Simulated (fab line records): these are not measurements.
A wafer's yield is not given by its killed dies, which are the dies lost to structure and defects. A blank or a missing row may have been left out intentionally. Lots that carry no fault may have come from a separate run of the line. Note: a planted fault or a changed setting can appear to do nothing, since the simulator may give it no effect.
A lot that was struck, set against a sound lot :: flow sky130 :: 19 steps out of a route of 708
Sound: the wafers L899.1, L899.3, L899.5. Wafers L904.3, L904.4, L904.5 were the ones struck. Last of all comes the cause.
Per side, at each step with rows, come the tool, then ch with its chambers, and then its first start. Under that, the readings that differ: sound wafers :: struck wafers :: difference of the means :: sigmas: that difference in standard deviations of wafers without a fault.
alike: readings with means less than 2 such deviations apart, plus words and numbers identical on both sides. not compared: withheld readings, readings lacking a value on some wafer, bounds such as >300 that could conceal the same value, and numbers that have no deviation in the record and whose values overlap.
A row with sigmas, a row that says differs or no value, or rows on one side alone: a step with any of these is where the two part. Numbers that have no deviation but don't overlap get no sigmas and don't part them. A reading missing from all wafers of one side parts the sides only when that side holds two or more wafers.

SKY_FIELD_ISO_BOW_MEAS_00:
  sound on filmMetro-03 at day 4 08:00; struck on filmMetro-03 at day 5 09:02
  alike: INCOMING_BOW
then, 1 step without rows for these wafers: SKY_FIELD_ISO_OXIDATION_01 (stabilise 600 s, purge 300 s, target thk 12 nm).
SKY_FIELD_ISO_THK_MEAS_02:
  sound on filmMetro-01 at day 4 09:44; struck on filmMetro-03 at day 5 10:39
  alike: FIELD_ISO_OXIDATION_00_THK
then, 1 step without rows for these wafers: SKY_FIELD_ISO_CVD_03 (deposits Si3N4 from DCS/NH3, target thk 165 nm, time 2830 s).
SKY_FIELD_ISO_THK_MEAS_04:
  sound on filmMetro-03 at day 4 11:35; struck on filmMetro-04 at day 5 12:53
  alike: FIELD_ISO_CVD_03_THK
then, 3 steps without rows for these wafers: SKY_FIELD_ISO_DEHYDRATE_05 (time 60 s); SKY_FIELD_ISO_HMDS_06 (prime time 60 s); SKY_FIELD_ISO_COAT_07 (resist thk 60 nm).
SKY_FIELD_ISO_COAT_08: resist thk 450 nm.
  sound on lithoTrack-02 ch 0, day 4 20:00; struck on lithoTrack-02 ch 0, day 5 21:00
reading: model.KrF-thick_of_FIELD_ISO_COAT_08.thkNm (nm)
sound: 447.9 449.6 449.2
struck: 442.2 442.9 443.5
difference: -6.0
sigmas: 
  alike: exhaustPa
then, 4 steps without rows for these wafers: SKY_FIELD_ISO_SOFTBAKE_09 (time 90 s); SKY_FIELD_ISO_EXPOSE_10 (exposes mask FOM, target cd 150 nm); SKY_FIELD_ISO_PEB_11; SKY_FIELD_ISO_DEVELOP_12 (develop time 60 s).
SKY_FIELD_ISO_CD_MEAS_13 targets a cd of 150 nm.
  sound on cdSem-02 at day 5 05:10; struck on cdSem-02 at day 6 07:22
  alike: cdNm
SKY_FIELD_ISO_ETCH_14: etches BARC in N2/H2, stops on SiO2, time 45.9 s, target depth 60 nm.
  sound on rieDiel-01 ch 0,2,3, day 5 05:17; struck on rieDiel-03 ch 0,2, day 6 07:26
  alike: drypumpMotorCurrentA, oesProductAu, throttleValvePct
  not compared: rfHoursCounterH
SKY_FIELD_ISO_ETCH_15: etches the open film in CHF3/O2, stops on Si, target depth 180 nm, time 72 s.
  sound on rieDiel-01 ch 0,2,3, day 5 05:20; struck on rieDiel-03 ch 0,2, day 6 07:29
reading: model.KrF-thick_of_FIELD_ISO_COAT_08.thkNm (nm)
sound: 234.4 236.5 238.6
struck: 225.6 229 226.9
difference: -9.3
sigmas: 
  alike: drypumpMotorCurrentA, oesProductAu, throttleValvePct
  not compared: rfHoursCounterH
SKY_FIELD_ISO_STRIP_16: strips in O2/N2.
  sound on plasmaAsher-04 ch 1, day 5 05:23; struck on plasmaAsher-01 ch 0,1, day 6 07:34
reading: stripTimeToEndpointS (s)
sound: 3.539 3.547 3.571
struck: 3.436 3.462 3.438
difference: -0.107
sigmas: -4
  alike: drypumpMotorCurrentA, oesProductAu
  not compared: rfHoursCounterH
SKY_FIELD_ISO_ETCH_17: etches Si in HBr/Cl2/O2, target depth 342 nm, time 97.7 s.
  sound on rieSi-01 ch 0,1,2, day 5 05:29; struck on rieSi-01 ch 0,2,3, day 6 07:38
  alike: drypumpMotorCurrentA, mfcCl2Sccm, oesProductAu, throttleValvePct
  not compared: rfHoursCounterH
then, 1 step without rows for these wafers: SKY_PAD_OPEN_PROBE_99.

== WHERE THEY PART ==
SKY_FIELD_ISO_STRIP_16 only, going by this record. Later steps at which nothing parts them and some readings are alike: SKY_FIELD_ISO_ETCH_17.

WHY: whatever the simulator had introduced
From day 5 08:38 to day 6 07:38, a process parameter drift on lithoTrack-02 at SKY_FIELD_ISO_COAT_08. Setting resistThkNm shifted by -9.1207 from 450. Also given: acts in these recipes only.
